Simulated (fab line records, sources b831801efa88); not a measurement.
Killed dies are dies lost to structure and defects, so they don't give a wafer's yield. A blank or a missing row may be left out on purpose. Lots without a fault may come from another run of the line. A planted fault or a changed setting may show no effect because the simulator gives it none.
Chamber matching | flow sky130 | SKY_CONTACT_CMP_27 on cmp-01: 4 sister chambers
The step polishes, stops on SiO2, t overpolish 15 s, target thk 0 nm. 4 wafers are shown with their chamber, then 7 later ones without.

WAFERS WITH THEIR CHAMBER
wafer  | chamber | motor_current_A (A)
L379.4 | 0       | 11.5
L379.6 | 1       | 11.2
L390.1 | 2       | 10.2
L390.2 | 3       | 10.5

WAFERS WITHOUT THEIR CHAMBER
wafer  | motor_current_A (A)
L390.6 | 11.4
L391.2 | 10.1
L391.5 | 10.4
L391.6 | 10.2
L392.1 | 11.6
L392.4 | 10.8
L392.5 | 10.1

WHICH CHAMBER EACH WENT THROUGH
wafer  | from the rows above     | in truth
L390.6 | can't be placed: 0 or 1 | 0
L391.2 | 2                       | 2
L391.5 | can't be placed: 3 or 2 | 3
L391.6 | 2                       | 2
L392.1 | 0                       | 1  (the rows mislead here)
L392.4 | can't be placed: 3 or 1 | 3
L392.5 | 2                       | 2
Placed correctly: 3 of 7. Can't be placed from these rows: 3 (the true chamber is among the candidates in 3). Placed wrongly: 1.
How it was worked out, from the rows above alone: a wafer's distance from a chamber is the root of the sum, over the readings, of the square of ((its reading less the chamber's mean) divided by the reading's scatter). The wafer belongs to the nearest chamber; if the next one is less than 2 further off, it can't be placed. A chamber's mean is the mean of its shown wafers. The scatter: with one shown wafer a chamber, the root of the mean of the squares of how far each hidden wafer lies from its nearest shown one.
